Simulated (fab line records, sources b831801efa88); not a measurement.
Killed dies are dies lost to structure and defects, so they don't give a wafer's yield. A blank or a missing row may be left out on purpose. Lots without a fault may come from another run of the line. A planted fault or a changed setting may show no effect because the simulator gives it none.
fab line records | flow sky130
record lots=7 wafers=21 last_day=50
route steps=708 shown POLY_CUT@318 SD_P@320 RES_XHIGH@332 SD_N@342
lots that met no fault: from a run of the same line without faults
start_h: hours from the record's first day to the start of the lot's first wafer shown | wait_h: hours since the lot's step before | " the same as in the row above | L1.1+2: a row that stands for several wafers | - no value, or no start given | * or withheld: withheld | < > ~ a bound
route shown NAME@n: a module of which the file shows steps, and the number in the route of the first | usual: mean/standard deviation of fault-free wafers | same: alike in all rows | chamber/n: place in a boat | sites: the reading at each site | _std_site: their standard deviation | _edge_site: outer sites' mean less inner sites' | radius_mm: how far each site lies from the wafer's centre | mask NAME#n: copy n | behind: the tool/chamber that last shaped the wafer | hold: why the lot was held/for how many hours/how that ended | device: the transistor (n, p or np) that didn't switch | end of line: the same wafers' tests at the end of the route | a step without rows: its recipe alone | killed: dies lost to structure and defects at the first sort, not the wafer's yield | map: a wafer's dies, x killed, . not, _ none there
set.NAME: the setting as run; set.NAME@STEP: as run at that earlier step | model.NAME: the simulator's own value behind a step, which no gauge read
lots at some steps of the route; a table a step, a row a wafer
services: from which hour (start_h, from the record's first day; less than 0 if before it) a tool's chamber was out of use, for how many hours, and why
## steps
# step SKY_POLY_CUT_ETCH_11
# recipe target=Si3N4 chemistry=CF4/CH2F2/Ar stop_on=poly-Si source_w=600 bias_w=150 pressure_mtorr=40 cf4_flow_sccm=40 ch2f2_flow_sccm=20 Ar_flow_sccm=150 time_s=42.5 target_depth_a=600
# usual drypump_motor_current_A=5.6/0.42 oes_product_au=0.830/0.0062 throttle_valve_pct=14.993/0.011
# columns lot.wafer tool chamber start_h wait_h drypump_motor_current_A oes_product_au rf_hours_counter_h throttle_valve_pct
L547.2 rie_diel-04 0 629.13 0.0 5.3 0.827 18 14.988
L547.3 " 3 " " 5.3 0.839 20 14.970
L547.5 " 2 " " 5.3 0.834 - 14.990
L551.3 rie_diel-04 1 651.98 0.0 5.5 0.833 10 14.983
L551.4 " 3 " " 5.3 0.835 21 15.009
L551.5 " 3 " " 5.3 0.821 - 14.959
L553.2 rie_diel-03 3 671.72 0.0 5.5 0.832 6 14.996
L553.3 " 2 " " 4.7 0.825 2 14.987
L553.4 " 1 " " 5.3 0.832 55 15.009
L557.1 rie_diel-02 1 699.44 0.0 6.3 0.834 5 14.988
L557.2 " 2 " " 5.6 0.839 8 14.985
L557.6 " 3 " " 6.1 0.842 - 14.984
L560.2 rie_diel-04 0 735.90 0.0 5.3 0.836 21 14.986
L560.3 " 0 " " 5.3 0.829 - 14.979
L560.5 " 1 " " 5.5 0.826 - 14.991
L562.1 rie_diel-02 0 737.83 0.0 6.1 0.824 1 14.988
L562.2 " 2 " " 5.6 0.823 9 14.984
L562.6 " 3 " " 6.1 0.828 - 15.012
L563.1 rie_diel-03 1 753.88 0.0 5.3 0.823 1 14.995
L563.4 " 0 " " 5.4 0.823 20 14.994
L563.6 " 1 " " 5.3 0.823 - 14.996
# step SKY_POLY_CUT_STRIP_12
# recipe chemistry=O2/N2 power_w=1400 pressure_mtorr=1500 platen_temp_c=withheld o2_flow_sccm=3000 n2_flow_sccm=300 overash_fraction=0.5
# usual chamber_pressure_mTorr=1499.8/1.5 drypump_motor_current_A=5.7/0.54 oes_product_au=0.452/0.0043 strip_time_to_endpoint_s=5.355/0.018
# columns lot.wafer tool chamber start_h wait_h chamber_pressure_mTorr drypump_motor_current_A oes_product_au rf_hours_counter_h strip_time_to_endpoint_s
L547.2 plasma_asher-03 0 629.17 0.0 1500.1 6.2 0.453 83 5.322
L547.3 " 0 " " 1500.5 6.2 0.460 - 5.318
L547.5 " 1 " " 1498.3 5.8 0.457 - 5.299
L551.3 plasma_asher-04 1 652.06 0.1 1497.7 4.8 0.451 - 5.346
L551.4 " 0 " " 1499.2 6.3 0.456 - 5.362
L551.5 " 0 " " 1500.8 6.3 0.445 - 5.347
L553.2 plasma_asher-03 1 671.77 0.0 1501.0 5.8 0.448 87 5.367
L553.3 " 0 " " 1495.5 6.2 0.456 - 5.354
L553.4 " 1 " " 1501.3 5.8 0.455 - 5.366
L557.1 plasma_asher-03 1 699.48 0.0 1499.7 5.8 0.446 90 5.343
L557.2 " 0 " " 1500.8 6.2 0.446 90 5.352
L557.6 " 1 " " 1501.6 5.8 0.451 - 5.334
L560.2 plasma_asher-04 0 735.96 0.0 1500.7 6.3 0.460 59 5.389
L560.3 " 1 " " 1501.5 4.8 0.450 - 5.379
L560.5 " 0 " " 1499.0 6.3 0.452 - 5.369
L562.1 plasma_asher-03 1 737.87 0.0 1500.9 5.8 0.460 93 5.384
L562.2 " 0 " " 1500.7 6.2 0.453 93 5.365
L562.6 " 0 " " 1500.8 6.2 0.451 - 5.371
L563.1 plasma_asher-04 0 753.92 0.0 1501.4 6.3 0.450 61 5.342
L563.4 " 0 " " 1502.4 6.3 0.455 - 5.337
L563.6 " 0 " " 1499.3 6.3 0.447 - 5.337
# step SKY_SD_P_DEHYDRATE_00
# recipe temp_c=200 time_s=60
# step SKY_SD_P_HMDS_01
# recipe prime_time_s=60 prime_temp_c=120
# step SKY_SD_P_COAT_02
# recipe resist=NOVOLAK spin_rpm=3000 resist_thk_nm=1140
# step SKY_SD_P_SOFTBAKE_03
# recipe temp_c=90 time_s=60 resist=NOVOLAK
# step SKY_SD_P_EXPOSE_04
# recipe mask_id=PSDM na=0.6 source_shape=conventional sigma_outer=0.6 polarization=unpolarized target_cd_nm=380 dose_mj=138
# step SKY_SD_P_PEB_05
# recipe temp_c=withheld time_s=* resist=NOVOLAK
# step SKY_SD_P_DEVELOP_06
# recipe resist=NOVOLAK developer=TMAH develop_time_s=60 dev_temp_c=23
# step SKY_SD_P_CD_MEAS_07
# recipe target_cd_nm=380
# usual cd_nm=379.4/2.6
# columns lot.wafer tool chamber start_h wait_h cd_nm
L547.2 cd_sem-02 - 657.06 0.1 381.0
L547.3 " - " " 378.3
L547.5 " - " " 378.7
L551.3 cd_sem-02 - 680.02 0.1 378.8
L551.4 " - " " 378.0
L551.5 " - " " 379.8
L553.2 cd_sem-01 - 700.22 0.1 377.5
L553.3 " - " " 379.2
L553.4 " - " " 378.9
L557.1 cd_sem-01 - 727.68 0.1 374.3
L557.2 " - " " 373.5
L557.6 " - " " 374.3
L560.2 cd_sem-02 - 763.22 0.1 375.7
L560.3 " - " " 377.9
L560.5 " - " " 379.1
L562.1 cd_sem-01 - 764.63 0.1 381.5
L562.2 " - " " 380.5
L562.6 " - " " 381.6
L563.1 cd_sem-02 - 780.49 0.1 383.2
L563.4 " - " " 383.8
L563.6 " - " " 381.5
# step SKY_SD_P_OVL_MEAS_08
# usual SD_P_OVL=0.0/1.2
# columns lot.wafer tool chamber start_h wait_h SD_P_OVL[nm]
L547.2 overlay-02 - 657.17 0.1 1.6
L547.3 " - " " 0.2
L547.5 " - " " -0.6
L551.3 overlay-02 - 680.12 0.1 1.6
L551.4 " - " " 0.4
L551.5 " - " " -0.2
L553.2 overlay-01 - 700.32 0.1 0.2
L553.3 " - " " -0.6
L553.4 " - " " 0.2
L557.1 overlay-02 - 727.80 0.1 0.0
L557.2 " - " " -3.6
L557.6 " - " " 1.0
L560.2 overlay-02 - 763.32 0.1 0.8
L560.3 " - " " 2.0
L560.5 " - " " 1.9
L562.1 overlay-01 - 764.75 0.1 1.4
L562.2 " - " " 1.5
L562.6 " - " " 0.2
L563.1 overlay-02 - 780.61 0.1 0.8
L563.4 " - " " -1.1
L563.6 " - " " -0.6
# step SKY_SD_P_IMPLANT_09
# recipe species=BF2 energy_kev=19.62 dose_cm2=3e+15 tilt_deg=0
# step SKY_SD_P_STRIP_10
# recipe chemistry=O2/N2 power_w=1400 pressure_mtorr=1500 platen_temp_c=withheld o2_flow_sccm=3000 n2_flow_sccm=300 overash_fraction=0.5
# usual chamber_pressure_mTorr=1500.0/1.3 drypump_motor_current_A=5.6/0.49 oes_product_au=0.619/0.0044 strip_time_to_endpoint_s=17.43/0.039
# columns lot.wafer tool chamber start_h wait_h chamber_pressure_mTorr drypump_motor_current_A oes_product_au rf_hours_counter_h strip_time_to_endpoint_s model.NOVOLAK_of_SD_P_COAT_02.thk_nm
L547.2 plasma_asher-02 1 657.35 0.1 1498.9 5.9 0.613 98 17.48 0
L547.3 " 0 " " 1500.8 5.1 0.622 - 17.52 0
L547.5 " 1 " " 1501.7 5.9 0.620 - 17.52 0
L551.3 plasma_asher-02 1 680.32 0.1 1499.7 5.9 0.626 - 17.41 0
L551.4 " 0 " " 1499.7 5.2 0.617 - 17.46 0
L551.5 " 1 " " 1500.8 5.9 0.618 - 17.40 0
L553.2 plasma_asher-01 0 700.50 0.1 1499.4 5.6 0.622 27 17.40 0
L553.3 " 0 " " 1501.0 5.6 0.622 - 17.42 0
L553.4 " 1 " " 1496.8 5.9 0.623 - 17.39 0
L557.1 plasma_asher-02 1 727.99 0.1 1499.6 5.8 0.616 105 17.46 0
L557.2 " 0 " " 1499.4 5.1 0.617 105 17.43 0
L557.6 " 1 " " 1501.0 5.9 0.622 - 17.43 0
L560.2 plasma_asher-02 0 763.50 0.1 - - - - - 1141
L560.3 " 0 " " - - - - - 1145
L560.5 " 0 " " - - - - - 1139
L562.1 plasma_asher-04 1 764.94 0.1 - - - - - 1140
L562.2 " 0 " " - - - - - 1137
L562.6 " 1 " " - - - - - 1140
L563.1 plasma_asher-01 0 780.80 0.1 - - - - - 1140
L563.4 " 0 " " - - - - - 1138
L563.6 " 0 " " - - - - - 1145
# step SKY_SD_P_TW_MEAS_11
# usual SD_P_TW=2817/20
# columns lot.wafer tool chamber start_h wait_h SD_P_TW
L547.2 film_metro-03 - 657.46 0.1 2803
L547.3 " - " " 2800
L547.5 " - " " 2804
L551.3 film_metro-01 - 680.41 0.1 2856
L551.4 " - " " 2856
L551.5 " - " " 2868
L553.2 film_metro-03 - 700.61 0.1 2795
L553.3 " - " " 2812
L553.4 " - " " 2813
L557.1 film_metro-01 - 728.09 0.1 2850
L557.2 " - " " 2845
L557.6 " - " " 2856
L560.2 film_metro-01 - 763.61 0.1 2827
L560.3 " - " " 2841
L560.5 " - " " 2818
L562.1 film_metro-01 - 765.04 0.1 2819
L562.2 " - " " 2821
L562.6 " - " " 2814
L563.1 film_metro-03 - 780.90 0.1 2801
L563.4 " - " " 2790
L563.6 " - " " 2794
# step SKY_RES_XHIGH_DEHYDRATE_00
# recipe temp_c=200 time_s=60
# step SKY_RES_XHIGH_HMDS_01
# recipe prime_time_s=60 prime_temp_c=120
# step SKY_RES_XHIGH_COAT_02
# recipe resist=NOVOLAK spin_rpm=3000 resist_thk_nm=1140
# step SKY_RES_XHIGH_SOFTBAKE_03
# recipe temp_c=90 time_s=60 resist=NOVOLAK
# step SKY_RES_XHIGH_EXPOSE_04
# recipe mask_id=URPM na=0.6 source_shape=conventional sigma_outer=0.6 polarization=unpolarized target_cd_nm=1270 dose_mj=140
# step SKY_RES_XHIGH_PEB_05
# recipe temp_c=withheld time_s=* resist=NOVOLAK
# step SKY_RES_XHIGH_DEVELOP_06
# recipe resist=NOVOLAK developer=TMAH develop_time_s=60 dev_temp_c=23
# step SKY_RES_XHIGH_IMPLANT_07
# recipe species=BF2 energy_kev=20 dose_cm2=3.64e+14 tilt_deg=0
# step SKY_RES_XHIGH_STRIP_08
# recipe chemistry=O2/N2 power_w=1400 pressure_mtorr=1500 platen_temp_c=withheld o2_flow_sccm=3000 n2_flow_sccm=300 overash_fraction=0.5
# usual chamber_pressure_mTorr=1499.9/1.5 drypump_motor_current_A=5.8/0.44 oes_product_au=0.710/0.0043 strip_time_to_endpoint_s=14.28/0.05
# columns lot.wafer tool chamber start_h wait_h chamber_pressure_mTorr drypump_motor_current_A oes_product_au rf_hours_counter_h strip_time_to_endpoint_s
L547.2 plasma_asher-03 0 686.14 0.1 1498.5 6.2 0.715 88 14.20
L547.3 " 0 " " 1499.8 6.2 0.703 - 14.22
L547.5 " 1 " " 1500.6 5.8 0.718 - 14.20
L551.3 plasma_asher-01 1 707.97 0.1 1498.8 5.9 0.703 - 14.25
L551.4 " 0 " " 1501.6 5.6 0.711 - 14.29
L551.5 " 1 " " 1501.3 5.8 0.710 - 14.26
L553.2 plasma_asher-03 1 728.73 0.1 1499.1 5.8 0.711 92 14.22
L553.3 " 0 " " 1497.0 6.2 0.701 - 14.22
L553.4 " 1 " " 1498.8 5.8 0.711 - 14.24
L557.1 plasma_asher-01 0 755.23 0.1 1499.8 5.6 0.715 33 14.32
L557.2 " 1 " " 1500.6 5.8 0.708 33 14.35
L557.6 " 0 " " 1497.1 5.6 0.711 - 14.34
L560.2 plasma_asher-03 1 790.64 0.1 1499.7 5.8 0.723 98 31.44
L560.3 " 0 " " 1500.2 6.2 0.713 - 31.49
L560.5 " 0 " " 1500.2 6.2 0.717 - 31.38
L562.1 plasma_asher-01 1 791.64 0.1 1500.1 5.9 0.719 36 31.38
L562.2 " 0 " " 1500.7 5.6 0.717 36 31.38
L562.6 " 1 " " 1500.6 5.8 0.724 - 31.38
L563.1 plasma_asher-03 0 807.19 0.1 1498.6 6.2 0.723 100 31.30
L563.4 " 0 " " 1497.8 6.2 0.712 - 31.26
L563.6 " 1 " " 1500.4 5.8 0.719 - 31.39
# step SKY_RES_XHIGH_TW_MEAS_09
# usual RES_XHIGH_TW=1649/13
# columns lot.wafer tool chamber start_h wait_h RES_XHIGH_TW
L547.2 film_metro-01 - 686.25 0.1 1678
L547.3 " - " " 1673
L547.5 " - " " 1673
L551.3 film_metro-01 - 708.05 0.1 1666
L551.4 " - " " 1662
L551.5 " - " " 1669
L553.2 film_metro-01 - 728.84 0.1 1671
L553.3 " - " " 1663
L553.4 " - " " 1658
L557.1 film_metro-02 - 755.33 0.1 1644
L557.2 " - " " 1647
L557.6 " - " " 1637
L560.2 film_metro-02 - 790.75 0.1 30
L560.3 " - " " 30
L560.5 " - " " 30
L562.1 film_metro-01 - 791.74 0.1 30
L562.2 " - " " 30
L562.6 " - " " 30
L563.1 film_metro-03 - 807.29 0.1 30
L563.4 " - " " 30
L563.6 " - " " 30
# step SKY_SD_N_DEHYDRATE_00
# recipe temp_c=200 time_s=60
## services
# columns tool chamber start_h hours kind
plasma_asher-02 - 611.65 2.8 pm
plasma_asher-02 - 616.86 4.6 repair
plasma_asher-04 - 620.58 3.2 repair
rie_diel-04 - 643.33 0.6 repair
rie_diel-02 2 671.48 11.9 repair
plasma_asher-01 - 673.62 3.8 repair
rie_diel-02 3 675.98 3.8 repair
rie_diel-03 - 696.58 10.0 pm
rie_diel-04 2 720.29 - clean
rie_diel-04 2 720.29 20.4 scheduled_down
rie_diel-04 2 720.29 20.4 vent_cycle
rie_diel-04 3 733.56 5.3 repair
plasma_asher-02 - 733.75 9.0 pm
plasma_asher-02 0 733.75 9.0 vent_cycle
plasma_asher-02 1 733.75 9.0 vent_cycle
plasma_asher-03 - 739.03 3.2 repair
plasma_asher-02 0 742.75 - clean
plasma_asher-02 1 742.75 - clean
rie_diel-04 1 746.83 3.4 repair
rie_diel-02 - 750.08 0.1 repair
rie_diel-03 1 773.19 34.8 repair
rie_diel-03 2 777.16 9.3 repair
rie_diel-03 - 782.46 14.6 pm
plasma_asher-04 - 790.65 12.4 repair
## key
first_sign step=SKY_SD_P_STRIP_10 reading=tool_record direction=missing
effect step=SKY_RES_XHIGH_STRIP_08 reading=strip_time_to_endpoint_s direction=up sigmas=99+ usual=* struck=*
effect step=SKY_RES_XHIGH_TW_MEAS_09 reading=RES_XHIGH_TW direction=down sigmas=99+ usual=1649 struck=30
model_effect step=SKY_SD_P_STRIP_10 value=NOVOLAK_of_SD_P_COAT_02.thk_nm without=0 struck=1141
model_effect step=SKY_PAD_OPEN_PROBE_99 value=etest.res_xhigh_po.open without=0 struck=1
met_at SKY_SD_P_STRIP_10
struck_wafers L560.2,L560.3,L560.5,L562.1,L562.2,L562.6,L563.1,L563.4,L563.6
sort_left_out L560.2,L560.3,L560.5,L562.1,L562.2,L562.6,L563.1,L563.4,L563.6
tester_left_out L560,L562,L563
onset_between 727.99 763.50
fault kind=skipped_step_whole tool=plasma_asher-01,plasma_asher-02,plasma_asher-04 chamber=- onset_h=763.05 steps=SKY_SD_P_STRIP_10 scope=struck_lots_only
# tester_left_out: of these lots the tester's yield and bins aren't shown, on N5 and GAA mostly nor the transistor test; their killed dies are dies lost to structure and defects alone, not to doping, threshold or leakage, so they don't give the yield
# sort_left_out: the simulated sort isn't trusted on such a fault, so these wafers' sort isn't shown, and their yield isn't known
